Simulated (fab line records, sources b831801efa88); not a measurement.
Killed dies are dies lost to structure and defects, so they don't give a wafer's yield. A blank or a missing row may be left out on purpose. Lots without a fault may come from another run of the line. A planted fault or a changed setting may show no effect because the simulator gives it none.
A struck lot beside a sound one | flow sfq_line | 14 steps out of a route of 325
Sound: wafers L368.1, L368.5, L368.6. Struck: wafers L363.3, L363.4, L363.6. The cause comes at the end.
At each step with rows: each side's tool, then ch and its chambers, then its first start. Under that, the readings that differ: sound wafers | struck wafers | difference of the means | sigmas: that difference in standard deviations of wafers without a fault.
alike: readings whose means differ by less than 2 such deviations, and words and numbers that are the same on both sides. not compared: withheld readings, readings that some wafer has no value for, bounds like >300 that may hide the same value, and numbers for which the record gives no deviation and whose values overlap.
The two part at a step that has a row with sigmas, a row that says differs or no value, or rows on one side only. Numbers that don't overlap but have no deviation are shown without sigmas and don't part them. A reading that every wafer of one side lacks parts them only if that side has two wafers or more.

first, 3 steps without rows for these wafers: SFQ_TRILAYER_I5_LITHO_EXPOSE_145 (exposes mask I5, target cd 700 nm); SFQ_TRILAYER_I5_LITHO_PEB_147 (peb time 60 s); SFQ_TRILAYER_I5_LITHO_DEVELOP_146 (time 60 s).
SFQ_I5_OVL_MEAS_936:
  sound on overlay-01, day 68 08:06; struck on overlay-01, day 66 17:48
  alike: I5_OVL
SFQ_TRILAYER_I5_BARC_OPEN_VIA_ETCH_200: etches BARC in O2, target depth 125 nm, time 41.7 s.
  sound on rie_diel-02 ch 1,2, day 68 08:08; struck on rie_diel-03 ch 0,2,3, day 66 17:49
  alike: chamber_pressure_mTorr, drypump_motor_current_A, oes_product_au, rf_fwd_power_W
  not compared: rf_hours_counter_h
SFQ_TRILAYER_I5_ETCH_VIA_ETCH_147: etches the open film in CHF3, stops on Nb, target depth 360 nm.
  sound on rie_diel-02 ch 1,2, day 68 08:11; struck on rie_diel-03 ch 0,2,3, day 66 17:52
  alike: chamber_pressure_mTorr, drypump_motor_current_A, oes_product_au, rf_fwd_power_W
SFQ_TRILAYER_I5_STRIP_STRIP_148: strips in O2.
  sound on rie_metal-03 ch 0,1, day 68 08:20; struck on rie_metal-01 ch 0,1, day 66 18:13
  alike: chamber_pressure_mTorr, drypump_motor_current_A, oes_product_au
  not compared: rf_hours_counter_h
then, 5 steps without rows for these wafers: SFQ_TRILAYER_I5_STRIP_SOLV_CLEAN_149 (cleans in NMP, time 600 s); SFQ_TRILAYER_C5_LITHO_COAT_156 (resist thk 62 nm); SFQ_TRILAYER_C5_LITHO_COAT_151 (resist thk 650 nm); SFQ_TRILAYER_C5_LITHO_SOFTBAKE_155; SFQ_TRILAYER_C5_LITHO_EXPOSE_152 (exposes mask C5, target cd 500 nm).
-- the record jumps here: 5 days lie between the struck wafers' starts before and after --
SFQ_TRILAYER_C5_LITHO_PEB_154: peb time 60 s.
  sound on litho_track-02 ch 0, day 72 23:16; struck on litho_track-03, day 71 15:52
  no value came back on the struck wafers for chill_plate_temp_C (C), exhaust_pa (Pa), heater_power_total_W (W), resist_line_temp_C (C); on the sound wafers chill_plate_temp_C (C) reads 22.87 23.01 22.88
then, 1 step without rows for these wafers: SFQ_TRILAYER_C5_LITHO_DEVELOP_153 (time 60 s).

WHERE THEY PART
Only at SFQ_TRILAYER_C5_LITHO_PEB_154, within this record.

WHY: what the simulator had put in
Skipped step whole: litho_track-03, from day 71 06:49 on, at SFQ_TRILAYER_C5_LITHO_PEB_154. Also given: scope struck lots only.
